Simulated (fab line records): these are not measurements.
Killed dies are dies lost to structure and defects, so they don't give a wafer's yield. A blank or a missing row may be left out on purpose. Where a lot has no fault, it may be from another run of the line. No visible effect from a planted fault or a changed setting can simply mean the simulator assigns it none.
Problem report in the 8D (eight disciplines) form, filled by code :: flow gf180mcu :: the parts of the form that need people (team, actions taken, sign-off) are left out

## 1. PROBLEM STATEMENT
tube center temp C at GF_DUAL_GATE_OXIDATION_15 reads a mean of 856 C on 9 wafers of 3 lots; wafers without a fault read 850 C with a standard deviation of 0.074. That is +81 standard deviations from the usual mean.
The step: stabilise 600 s, purge 300 s, target thk 7.098 nm.
Earliest sighting: wafer L748.2 on furnace-01 at day 12 10:49. The record holds 21 wafers of 7 lots with a number at this step. Rule for "out", or "out of limits": more than 4 standard deviations from the usual mean. All remaining wafers that have a number are taken as sound.

## 2. WHAT IT IS AND WHAT IT IS NOT
question: which readings at this step
is: tube center temp C, spike tc lower C, spike tc upper C, tube_center_temp_C_max
is not: -

question: which lots
is: L748, L749, L750
is not: L739, L741, L755, L757

question: which wafers of those lots
is: all that have a number
is not: -

question: read on which tools
is: furnace-01
is not: furnace-02

question: when
is: from day 12 10:49
is not: up to then (6 sound wafers); but 6 sound wafers of L755, L757 came after

## 3. THE SUSPECTS, EACH WITH WHAT RULES IT OUT
Counting: a tool stays on the suspect list if, at a process step up to the reading, it processed all lots that are out and no sound lot following the first of them.
- furnace-01 at GF_DUAL_GATE_OXIDATION_15 (stabilise 600 s, purge 300 s, target thk 7.098 nm): kept. All lots that are out passed through it, beginning with L748 at day 12 10:49, and no sound lot followed; its final sound lot before that point was L741 at day 10 11:25. Its own spike tc lower C, spike tc upper C, tube center temp C, tube_center_temp_C_max readings are out on those wafers.
Remaining after the count: furnace-01 at GF_DUAL_GATE_OXIDATION_15.

## 4. THE CAUSE (what the simulator had put in)
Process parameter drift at GF_DUAL_GATE_OXIDATION_15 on furnace-01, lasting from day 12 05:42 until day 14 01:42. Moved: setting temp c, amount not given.
Counting left only this tool.

## 5. THE CHAIN OF EFFECTS, in route order
Each row: a reading where the mean over the struck wafers with a number is more than 3 standard deviations away from the usual. Scope: only readings with a usual standard deviation given in the record; hours: median across lots of the time from each lot's start at the first step in this table that gives one to its start at this step; sigmas: change in usual standard deviations.
hours: 0
step: GF_DUAL_GATE_OXIDATION_15
reading: spike tc bottom C
usual: 869.1 C
on struck wafers: 875.8
change: +6.7
sigmas: +3.3

hours: 0
step: GF_DUAL_GATE_OXIDATION_15
reading: spike tc centre C
usual: 850.4 C
on struck wafers: 856.6
change: +6.2
sigmas: +5.1

hours: 0
step: GF_DUAL_GATE_OXIDATION_15
reading: spike tc lower C
usual: 850.5 C
on struck wafers: 856.4
change: +5.9
sigmas: +5.9

hours: 0
step: GF_DUAL_GATE_OXIDATION_15
reading: spike tc top C
usual: 862.2 C
on struck wafers: 868.0
change: +5.8
sigmas: +4.2

hours: 0
step: GF_DUAL_GATE_OXIDATION_15
reading: spike tc upper C
usual: 850.1 C
on struck wafers: 856.8
change: +6.7
sigmas: +6.7

hours: 0
step: GF_DUAL_GATE_OXIDATION_15
reading: tube center temp C
usual: 850 C
on struck wafers: 856
change: +6
sigmas: +81

hours: 0
step: GF_DUAL_GATE_OXIDATION_15
reading: tube_center_temp_C_max
usual: 852.1
on struck wafers: 858.1
change: +6.0
sigmas: +19
Process steps it contains:
- GF_DUAL_GATE_OXIDATION_15: stabilise 600 s, purge 300 s, target thk 7.098 nm.
Later steps that measure or inspect, where all struck wafers having a row at the step show a number for every such reading and not one has moved that far: GF_POLY_GATE_THK_MEAS_01, GF_POLY_GATE_CD_MEAS_10, GF_POLY_GATE_OVL_MEAS_11.

## 6. HOW IT WOULD HAVE BEEN CAUGHT EARLIER
In this record no reading fell out of limits until day 12 10:49, 5 hours after the fault had begun at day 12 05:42.
